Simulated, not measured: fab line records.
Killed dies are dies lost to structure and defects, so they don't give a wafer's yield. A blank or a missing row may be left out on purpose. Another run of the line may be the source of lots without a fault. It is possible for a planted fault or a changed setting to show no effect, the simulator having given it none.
Which tool is to blame?    flow sky130    36 wafers from 12 lots sampled at 6 of the route's 708 steps

== WHAT EACH GAUGE READ, for each wafer ==
SKY_VT_ADJUST_LVTN_OVL_MEAS_07.
lot   measured      on          VT_ADJUST_LVTN_OVL (nm)
L438  day 7 10:02   overlay-01  -0.3 -0.7 0.7
L439  day 7 15:09   overlay-01  -0.8 -0.6 1.1
L440  day 8 01:25   overlay-02  0.7 0.9 -2.1
L443  day 8 17:59   overlay-02  -1.4 -1.0 0.0
L444  day 9 02:42   overlay-02  1.1 2.4 2.9
L445  day 9 08:43   overlay-02  1.2 0.6 -0.5
L449  day 10 11:00  overlay-02  2.0 2.9 -0.2
L453  day 12 08:44  overlay-01  - - -
L455  day 12 15:49  overlay-01  - - -
L454  day 12 16:23  overlay-02  - - -
L458  day 13 03:14  overlay-02  -0.3 -0.6 -1.0
L459  day 13 12:04  overlay-01  1.6 0.6 0.2

SKY_VT_ADJUST_LVTN_TW_MEAS_21.
lot   measured      on             VT_ADJUST_LVTN_2_TW
L438  day 8 06:19   film-metro-02  187.2 187.1 187.1
L439  day 8 11:47   film-metro-02  187.3 186.8 188.0
L440  day 8 22:20   film-metro-04  189.1 189.3 187.9
L443  day 9 15:25   film-metro-03  186.8 185.9 187.3
L444  day 10 00:37  film-metro-04  187.4 188.7 189.1
L445  day 10 07:16  film-metro-04  188.9 190.3 188.5
L449  day 11 10:35  film-metro-02  187.5 186.9 187.9
L453  day 13 10:05  film-metro-04  265.3 267.5 267.0 267.0 265.7 266.6
L455  day 13 17:40  film-metro-02  267.9 268.3 269.5 269.5 269.8 268.9
L454  day 13 18:20  film-metro-04  268.5 267.0 268.4 267.3 267.4 266.5
L458  day 14 05:26  film-metro-03  188.6 188.5 189.3
L459  day 14 15:10  film-metro-03  188.3 188.2 188.7

SKY_SD_N_TW_MEAS_12.
lot   measured      on             SD_N_TW
L438  day 28 16:39  film-metro-03  3985 3985 3990
L439  day 28 23:45  film-metro-03  3998 4013 3994
L440  day 29 03:41  film-metro-01  3990 3990 3979
L443  day 30 06:35  film-metro-01  3977 3972 4010
L444  day 31 02:10  film-metro-03  3989 3998 4009
L445  day 31 04:50  film-metro-03  3988 3992 3971
L449  day 32 14:03  film-metro-01  3995 4002 3976
L458  day 35 23:06  film-metro-03  3997 3991 4005
L459  day 36 03:58  film-metro-03  3990 3967 4008

SKY_SD_N_RS_MEAS_16: the measuring method here is four-point-probe.
lot   measured      on             SD_N_RS (ohm/sq)
L438  day 28 16:56  film-metro-01  68.56 68.50 68.62
L439  day 29 00:03  film-metro-01  68.53 68.72 68.71
L440  day 29 03:59  film-metro-02  68.72 68.60 68.69
L443  day 30 06:52  film-metro-01  68.49 68.41 68.64
L444  day 31 02:28  film-metro-02  68.75 68.73 68.85
L445  day 31 05:08  film-metro-02  68.59 68.72 68.84
L449  day 32 14:21  film-metro-03  68.64 68.61 68.68
L458  day 35 23:24  film-metro-03  68.66 68.48 68.65
L459  day 36 04:22  film-metro-03  68.61 68.72 68.56

== WHICH TOOL RAN EACH LOT (tool, then ch and the chambers of the sampled wafers, then the start) ==
lot   SKY_VT_ADJUST_LVTN_COAT_02         SKY_LDD_HVN_STRIP_09
L438  litho-track-03 ch 0, day 6 23:59   plasma-asher-03 ch 0,1, day 20 22:39
L439  litho-track-04 ch 0, day 7 05:19   plasma-asher-02 ch 1, day 21 08:10
L440  litho-track-04 ch 0, day 7 15:26   plasma-asher-02 ch 0,1, day 21 21:18
L443  litho-track-04 ch 0, day 8 07:29   plasma-asher-01 ch 0,1, day 22 20:28
L444  litho-track-02 ch 0, day 8 15:56   plasma-asher-03 ch 0,1, day 23 19:47
L445  litho-track-03 ch 0, day 8 21:19   plasma-asher-01 ch 0,1, day 23 21:25
L449  litho-track-02 ch 0, day 9 23:04   plasma-asher-01 ch 0,1, day 25 06:18
L453  litho-track-03, day 11 20:04       -
L455  litho-track-03, day 12 03:37       -
L454  litho-track-02, day 12 03:49       -
L458  litho-track-02 ch 0, day 12 15:04  plasma-asher-01 ch 0,1, day 28 22:55
L459  litho-track-02 ch 0, day 12 22:19  plasma-asher-03 ch 0,1, day 29 03:15
- SKY_VT_ADJUST_LVTN_COAT_02: resist thk 3000 nm.
- SKY_LDD_HVN_STRIP_09: strips in O2/N2.

== AS READ BY THE TOOLS THEMSELVES (means over the sampled wafers that have a number; for cases with no such wafer, the mark the record gives instead) ==
SKY_VT_ADJUST_LVTN_COAT_02.
lot   tool            chill-plate-temp-C (C)  dispense-pressure-kPa (kPa)  spin-speed-rpm (rpm)
L438  litho-track-03  22.85                   50                           1999.6
L439  litho-track-04  22.95                   55                           2000.9
L440  litho-track-04  22.96                   55                           2000.9
L443  litho-track-04  23.18                   55                           2000.4
L444  litho-track-02  22.94                   42                           2000.7
L445  litho-track-03  22.98                   50                           1998.7
L449  litho-track-02  22.98                   42                           2000.5
L453  litho-track-03  -                       -                            -
L455  litho-track-03  -                       -                            -
L454  litho-track-02  -                       -                            -
L458  litho-track-02  23.12                   42                           2000.0
L459  litho-track-02  22.97                   42                           2000.0

SKY_LDD_HVN_STRIP_09.
lot   tool             drypump-motor-current-A (A)  oes-product-au (a.u.)  strip-time-to-endpoint-s (s)
L438  plasma-asher-03  5.4                          0.406                  4.239
L439  plasma-asher-02  5.6                          0.408                  4.220
L440  plasma-asher-02  5.4                          0.411                  4.213
L443  plasma-asher-01  6.3                          0.411                  4.228
L444  plasma-asher-03  5.4                          0.408                  4.237
L445  plasma-asher-01  6.0                          0.404                  4.245
L449  plasma-asher-01  6.3                          0.410                  4.237
L458  plasma-asher-01  6.3                          0.405                  4.232
L459  plasma-asher-03  5.6                          0.408                  4.229

== THE ANSWER, worked out from the rows above alone ==
Rule: usual is defined by the lots themselves. The widest of any qualifying gaps counts: lots, ordered by their means at a reading, are off when they make up no more than a third of the lots, leave a main group of 4 or more, and stand apart from it by 3 or more times the standard deviation of that group's means. The tables above print the reading to a certain number of digits; a main group whose means all agree to those digits is not used. Also off: a lot with no number at a reading for which 4 or more lots have one. All remaining lots with rows at the step are treated as sound. Order of review: gauges by route order, followed by the tools' own readings, for which a lot's mean as printed above is used. The first step at which some lot is off is used, and at that step the reading that is off furthest; a lot without a number counts as furthest.
Off: L453, L455, L454, at SKY_VT_ADJUST_LVTN_OVL_MEAS_07 (VT_ADJUST_LVTN_OVL). Without a number there: L453, L455, L454. For the main group the mean is 0.3 nm and the standard deviation 0.93.
If a tool, at a process step before that reading, ran all the lots that are off and no sound lot after the first of them, it fits. Not tried: the gauges at SKY_VT_ADJUST_LVTN_OVL_MEAS_07; whatever is off there is also off at SKY_VT_ADJUST_LVTN_TW_MEAS_21, on other tools, and gauge error can't account for it. Of those tried, none fits.

== WHAT HAD BEEN PUT IN BY THE SIMULATOR ==
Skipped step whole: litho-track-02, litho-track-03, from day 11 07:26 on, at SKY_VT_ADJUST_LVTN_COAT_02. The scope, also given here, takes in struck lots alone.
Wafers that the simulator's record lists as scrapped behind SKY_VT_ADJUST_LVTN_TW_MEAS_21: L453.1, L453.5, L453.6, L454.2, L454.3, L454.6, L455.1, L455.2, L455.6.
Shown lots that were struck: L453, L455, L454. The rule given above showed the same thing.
